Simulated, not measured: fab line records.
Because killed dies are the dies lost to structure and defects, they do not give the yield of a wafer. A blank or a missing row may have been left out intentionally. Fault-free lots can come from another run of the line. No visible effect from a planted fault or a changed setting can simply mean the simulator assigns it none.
fab line records	flow gf180mcu
record: lots: 13	wafers: 39	lastDay: 34
route steps=602 shown PSD@254 CONTACT@302 M2@379 V3@455
lots untouched by any fault: they come from a run of this same line in which no faults occurred
startH: hours from the record's first day to the start of the lot's first wafer shown	waitH: hours since the lot's step before	" same as the row above	L1.1+2: a single row standing in for several wafers	- no value present, or no start provided	* or withheld: withheld	< > ~ a bound
route shown NAME@n: NAME is a module with steps in the file, n the number in the route of the first one	usual: mean and standard deviation over wafers with no fault	same: alike in all rows	chamber/n: place in a boat	sites: the reading at each site	_std_site: standard deviation across them	_edge_site: outer sites' mean less inner sites'	radiusMm: how far each site lies from the wafer's centre	mask NAME#n: copy n	behind: the most recent tool/chamber to have shaped the wafer	hold: why the lot went on hold/how many hours it stayed there/how the hold came to an end	device: which transistor (n, p or np) failed to switch	end of line: tests run on the same wafers once the route is complete	for a step that has no rows: nothing shown but its recipe	killed: not the wafer's yield, but the dies lost to structure and defects at the first sort	map: dies across one wafer; x = killed, . = not, _ = none there
set.NAME: the setting that was run; set.NAME@STEP: the one run at that earlier step	model.NAME: the simulator's own value behind a step, which no gauge read
steps of the route over a sample of lots; a table a step, a row a wafer
services: from which hour (startH, from the record's first day; less than 0 if before it) a tool's chamber was out of use, for how many hours, and why
== steps ==
step: GF_PSD_DEVELOP_06
recipe: developTimeS: 60	devTempC: 23
usual: chillPlateTempC: 22.98/0.11	developerTempC: 22.99/0.12
lot.wafer	tool	chamber	startH	waitH	chillPlateTempC	developerTempC
L627.4	lithoTrack-03	0	314.59	0.1	23.03	23.05
L627.5	"	0	"	"	22.93	23.16
L627.6	"	0	"	"	23.11	23.12
L628.3	lithoTrack-03	0	321.61	0.1	23.11	22.96
L628.5	"	0	"	"	23.18	22.93
L628.6	"	0	"	"	23.05	22.83
L630.1	lithoTrack-04	0	347.08	0.1	23.13	23.17
L630.2	"	0	"	"	23.03	23.11
L630.4	"	0	"	"	22.92	22.99
L631.1	lithoTrack-04	0	355.73	0.1	22.99	22.76
L631.4	"	0	"	"	22.93	22.92
L631.6	"	0	"	"	22.95	22.98
L633.2	lithoTrack-03	0	369.34	0.1	23.07	23.08
L633.3	"	0	"	"	23.19	23.12
L633.6	"	0	"	"	22.98	23.03
L634.2	lithoTrack-04	0	377.60	0.1	22.97	22.96
L634.4	"	0	"	"	23.08	23.02
L634.6	"	0	"	"	23.05	23.04
L637.3	lithoTrack-04	0	405.68	0.1	23.03	25.30
L637.4	"	0	"	"	22.98	25.16
L637.5	"	0	"	"	22.88	25.37
L638.1	lithoTrack-04	0	418.48	0.1	22.86	25.25
L638.5	"	0	"	"	22.86	24.98
L638.6	"	0	"	"	22.91	25.13
L642.2	lithoTrack-03	0	446.63	0.1	22.90	22.98
L642.3	"	0	"	"	22.77	23.00
L642.5	"	0	"	"	22.98	22.94
L647.2	lithoTrack-02	0	490.28	0.1	22.78	23.02
L647.3	"	0	"	"	22.83	23.09
L647.4	"	0	"	"	22.89	22.80
L648.2	lithoTrack-04	0	499.25	0.1	22.71	22.95
L648.3	"	0	"	"	22.92	23.00
L648.6	"	0	"	"	22.98	22.87
L649.4	lithoTrack-02	0	504.03	0.1	23.05	23.06
L649.5	"	0	"	"	22.96	23.18
L649.6	"	0	"	"	22.95	23.17
L650.2	lithoTrack-04	0	508.85	0.1	22.77	22.89
L650.3	"	0	"	"	22.92	22.88
L650.6	"	0	"	"	22.79	22.92
step: GF_PSD_CD_MEAS_07
recipe: targetCdNm: 400
usual: cdNm: 400.1/2
lot.wafer	tool	chamber	startH	waitH	cdNm
L627.4	cdSem-02	-	314.72	0.1	399.0
L627.5	"	-	"	"	400.6
L627.6	"	-	"	"	398.5
L628.3	cdSem-01	-	321.75	0.1	399.4
L628.5	"	-	"	"	399.7
L628.6	"	-	"	"	401.2
L630.1	cdSem-02	-	347.23	0.1	402.1
L630.2	"	-	"	"	403.0
L630.4	"	-	"	"	399.7
L631.1	cdSem-02	-	355.88	0.1	399.9
L631.4	"	-	"	"	399.0
L631.6	"	-	"	"	400.4
L633.2	cdSem-01	-	369.48	0.1	402.9
L633.3	"	-	"	"	400.8
L633.6	"	-	"	"	399.9
L634.2	cdSem-01	-	377.75	0.1	400.3
L634.4	"	-	"	"	402.2
L634.6	"	-	"	"	398.6
L637.3	cdSem-02	-	405.82	0.1	393.7
L637.4	"	-	"	"	395.1
L637.5	"	-	"	"	392.0
L638.1	cdSem-02	-	418.63	0.1	395.5
L638.5	"	-	"	"	395.9
L638.6	"	-	"	"	396.5
L642.2	cdSem-02	-	446.78	0.1	400.7
L642.3	"	-	"	"	400.1
L642.5	"	-	"	"	398.4
L647.2	cdSem-01	-	490.42	0.1	395.9
L647.3	"	-	"	"	398.7
L647.4	"	-	"	"	398.4
L648.2	cdSem-01	-	499.39	0.1	396.9
L648.3	"	-	"	"	401.2
L648.6	"	-	"	"	398.9
L649.4	cdSem-01	-	504.16	0.1	402.4
L649.5	"	-	"	"	398.3
L649.6	"	-	"	"	399.4
L650.2	cdSem-02	-	508.99	0.1	400.4
L650.3	"	-	"	"	401.5
L650.6	"	-	"	"	400.5
step: GF_CONTACT_OVL_MEAS_15
usual: CONTACT_OVL: -1/5
lot.wafer	tool	chamber	startH	waitH	CONTACT_OVL[nm]
L627.4	overlay-02	-	361.09	0.1	0
L627.5	"	-	"	"	-5
L627.6	"	-	"	"	7
L628.3	overlay-01	-	368.31	0.1	-3
L628.5	"	-	"	"	-3
L628.6	"	-	"	"	-8
L630.1	overlay-01	-	394.97	0.1	7
L630.2	"	-	"	"	-4
L630.4	"	-	"	"	1
L631.1	overlay-01	-	403.65	0.1	-6
L631.4	"	-	"	"	-9
L631.6	"	-	"	"	-2
L633.2	overlay-01	-	416.95	0.1	6
L633.3	"	-	"	"	-3
L633.6	"	-	"	"	7
L634.2	overlay-01	-	425.70	0.1	3
L634.4	"	-	"	"	0
L634.6	"	-	"	"	6
L637.3	overlay-01	-	455.33	0.1	-1
L637.4	"	-	"	"	-7
L637.5	"	-	"	"	-6
L638.1	overlay-02	-	469.77	0.1	-6
L638.5	"	-	"	"	0
L638.6	"	-	"	"	-2
L642.2	overlay-02	-	496.23	0.1	-6
L642.3	"	-	"	"	-14
L642.5	"	-	"	"	-8
L647.2	overlay-01	-	539.23	0.1	6
L647.3	"	-	"	"	-1
L647.4	"	-	"	"	4
L648.2	overlay-01	-	547.23	0.1	5
L648.3	"	-	"	"	7
L648.6	"	-	"	"	9
L649.4	overlay-02	-	552.44	0.1	-1
L649.5	"	-	"	"	0
L649.6	"	-	"	"	1
L650.2	overlay-02	-	556.88	0.1	-4
L650.3	"	-	"	"	-2
L650.6	"	-	"	"	-3
step: GF_M2_STRIP_17
recipe: chemistry: O2/N2	powerW: 1400	pressureMtorr: 1500	platenTempC: 250	o2FlowSccm: 3000	n2FlowSccm: 300	overashFraction: 0.5
usual: drypumpMotorCurrentA: 5.8/0.55	heaterPowerW: 346/31	oesProductAu: 0.537/0.0048	stripTimeToEndpointS: 7.38/0.063
lot.wafer	tool	chamber	startH	waitH	drypumpMotorCurrentA	heaterPowerW	oesProductAu	rfHoursCounterH	stripTimeToEndpointS
L627.4	plasmaAsher-02	0	435.89	0.1	5.2	349	0.535	-	7.43
L627.5	"	1	"	"	6.7	339	0.534	-	7.34
L627.6	"	0	"	"	5.2	354	0.537	-	7.44
L628.3	plasmaAsher-01	0	441.83	0.1	5.6	387	0.533	-	7.37
L628.5	"	1	"	"	5.4	291	0.536	-	7.40
L628.6	"	0	"	"	5.6	399	0.539	-	7.35
L630.1	plasmaAsher-01	0	472.34	0.1	5.6	396	0.539	5	7.38
L630.2	"	1	"	"	5.4	298	0.541	5	7.53
L630.4	"	0	"	"	5.6	403	0.548	-	7.53
L631.1	plasmaAsher-01	0	479.66	0.1	5.6	397	0.546	5	7.63
L631.4	"	1	"	"	5.4	299	0.529	-	7.43
L631.6	"	0	"	"	5.6	391	0.550	-	7.60
L633.2	plasmaAsher-02	0	493.96	0.1	5.2	354	0.540	88	7.36
L633.3	"	1	"	"	6.7	324	0.540	-	7.34
L633.6	"	1	"	"	6.7	338	0.539	-	7.39
L634.2	plasmaAsher-02	0	502.38	0.1	5.2	342	0.530	89	7.37
L634.4	"	1	"	"	6.7	329	0.545	-	7.51
L634.6	"	1	"	"	6.7	336	0.547	-	7.48
L637.3	plasmaAsher-02	1	529.83	0.1	6.7	335	0.543	-	7.39
L637.4	"	0	"	"	5.2	350	0.545	-	7.35
L637.5	"	1	"	"	6.7	337	0.538	-	7.35
L638.1	plasmaAsher-03	1	544.77	0.2	6.4	357	0.537	75	7.32
L638.5	"	1	"	"	6.4	367	0.529	-	7.33
L638.6	"	0	"	"	5.7	345	0.530	-	7.31
L642.2	plasmaAsher-03	0	569.76	0.1	5.7	334	0.538	78	7.31
L642.3	"	0	"	"	5.7	336	0.536	-	7.31
L642.5	"	1	"	"	6.4	356	0.537	-	7.38
L647.2	plasmaAsher-02	1	608.27	0.2	6.7	335	0.532	100	7.36
L647.3	"	1	"	"	6.7	327	0.534	-	7.37
L647.4	"	0	"	"	5.2	361	0.531	-	7.40
L648.2	plasmaAsher-01	0	616.60	0.1	5.6	393	0.534	20	7.33
L648.3	"	1	"	"	5.4	305	0.538	-	7.40
L648.6	"	1	"	"	5.4	301	0.546	-	7.44
L649.4	plasmaAsher-01	1	620.95	0.1	5.4	291	0.533	-	7.36
L649.5	"	1	"	"	5.4	301	0.540	-	7.37
L649.6	"	0	"	"	5.6	393	0.538	-	7.40
L650.2	plasmaAsher-02	1	624.86	0.1	6.7	334	0.538	102	7.39
L650.3	"	0	"	"	5.2	354	0.541	-	7.37
L650.6	"	1	"	"	6.7	343	0.544	-	7.47
step: GF_V3_CMP_26
recipe: stopOn: SiO2	downForcePsi: 3.5	platenRpm: 60	tOverpolishS: 15	targetThkNm: 0	padVelocityMS: 0.94248
usual: motorCurrentA: 10.7/0.86	overpolishRunS: 15.000/0.0085	timeToEndpointS: 86/4.1
lot.wafer	tool	chamber	startH	waitH	motorCurrentA	overpolishRunS	timeToEndpointS
L627.4	cmp-02	3	512.64	0.0	10.8	14.995	81
L627.6	"	3	"	"	11.0	14.986	81
L627.5	"	0	"	"	11.0	15.003	86
L628.3	cmp-02	3	518.79	0.1	11.5	15.005	84
L628.6	"	2	"	"	10.9	15.005	89
L628.5	"	3	"	"	11.5	15.005	82
L630.2	cmp-02	1	547.46	0.0	11.5	15.005	88
L630.4	"	2	"	"	11.0	14.984	90
L630.1	"	3	"	"	11.7	15.005	84
L631.4	cmp-01	1	554.77	0.0	10.6	15.006	91
L631.1	"	0	"	"	9.7	14.996	84
L631.6	"	2	"	"	11.5	15.021	85
L633.2	cmp-02	3	567.94	0.1	11.0	14.991	80
L633.3	"	0	"	"	10.5	15.007	85
L633.6	"	2	"	"	10.8	15.002	88
L634.2	cmp-02	1	574.68	0.0	11.8	14.993	89
L634.4	"	0	"	"	11.3	14.996	88
L634.6	"	2	"	"	10.2	14.986	90
L637.3	cmp-02	3	602.22	0.0	11.1	15.009	78
L637.4	"	0	"	"	10.9	14.994	86
L637.5	"	0	"	"	10.4	15.002	83
L638.1	cmp-01	2	615.02	0.2	11.6	15.008	89
L638.6	"	3	"	"	8.8	15.002	84
L638.5	"	0	"	"	10.2	14.996	93
L642.2	cmp-02	0	637.88	0.0	11.1	15.006	87
L642.3	"	1	"	"	11.6	14.999	88
L642.5	"	0	"	"	11.1	15.002	91
L647.4	cmp-01	3	674.36	0.0	8.8	15.010	81
L647.3	"	0	"	"	10.4	15.007	91
L647.2	"	1	"	"	11.2	15.001	88
L648.3	cmp-02	1	681.22	0.0	12.2	14.995	89
L648.2	"	3	"	"	11.3	15.010	82
L648.6	"	2	"	"	10.4	14.993	90
L649.4	cmp-01	2	684.19	0.0	11.5	14.983	89
L649.6	"	2	"	"	11.7	14.998	86
L649.5	"	3	"	"	9.2	14.989	78
L650.2	cmp-01	3	688.07	0.0	9.3	15.002	85
L650.3	"	1	"	"	10.6	15.000	83
L650.6	"	0	"	"	10.5	14.998	88
== services ==
tool	chamber	startH	hours	kind
cmp-01	-	291.28	3.9	repair
plasmaAsher-01	-	299.53	1.9	repair
cmp-02	-	327.10	0.6	repair
cmp-01	-	369.29	0.7	repair
cmp-01	-	390.63	8.2	pm
plasmaAsher-01	-	392.76	2.8	pm
cmp-02	-	404.08	4.0	pm
cmp-02	-	405.93	0.6	repair
cmp-01	-	408.65	0.6	repair
cmp-02	-	416.73	4.3	repair
plasmaAsher-01	-	421.25	9.0	pm
cmp-01	-	427.83	0.7	repair
cmp-01	-	452.41	0.9	repair
cmp-02	-	471.98	4.3	repair
cmp-02	-	486.45	1.2	repair
cmp-01	-	486.48	2.0	repair
cmp-02	-	491.83	0.3	repair
cmp-01	-	492.67	2.8	pm
cmp-01	-	503.89	5.0	repair
cmp-02	-	542.96	3.7	pm
cmp-01	-	545.41	1.3	repair
cmp-01	-	549.22	2.5	repair
cmp-02	-	576.07	3.0	pm
plasmaAsher-02	-	655.98	4.4	repair
== key ==
firstSign: step: GF_PSD_DEVELOP_06	reading: developerTempC	direction: up	sigmas: 19	usual: *	struck: *
effect: step: GF_PSD_CD_MEAS_07	reading: cdNm	direction: down	sigmas: 2.7	usual: 400.1	struck: 394.8	through: controlLoop
metAt GF_PSD_DEVELOP_06
struckLots L637,L638
testerLeftOut L637,L638
loopTrim: step: GF_PSD_EXPOSE_04	setting: dose	lots: L638
notActingAt GF_CONTACT_OVL_MEAS_15,GF_M2_STRIP_17,GF_V3_CMP_26
onsetBetween 377.60 405.68
fault: kind: processParameterDrift	tool: lithoTrack-04	chamber: -	onsetH: 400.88	steps: GF_PSD_DEVELOP_06	channel: devTempC	offset: *	shape: step	endH: 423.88	actsIn: *	stated: *
testerLeftOut: of these lots the tester's yield and bins aren't shown, on N5 and GAA mostly nor the transistor test; their killed dies are dies lost to structure and defects alone, not to doping, threshold or leakage, so they don't give the yield
loopTrim: a control loop set the setting to another value than it would have without faults
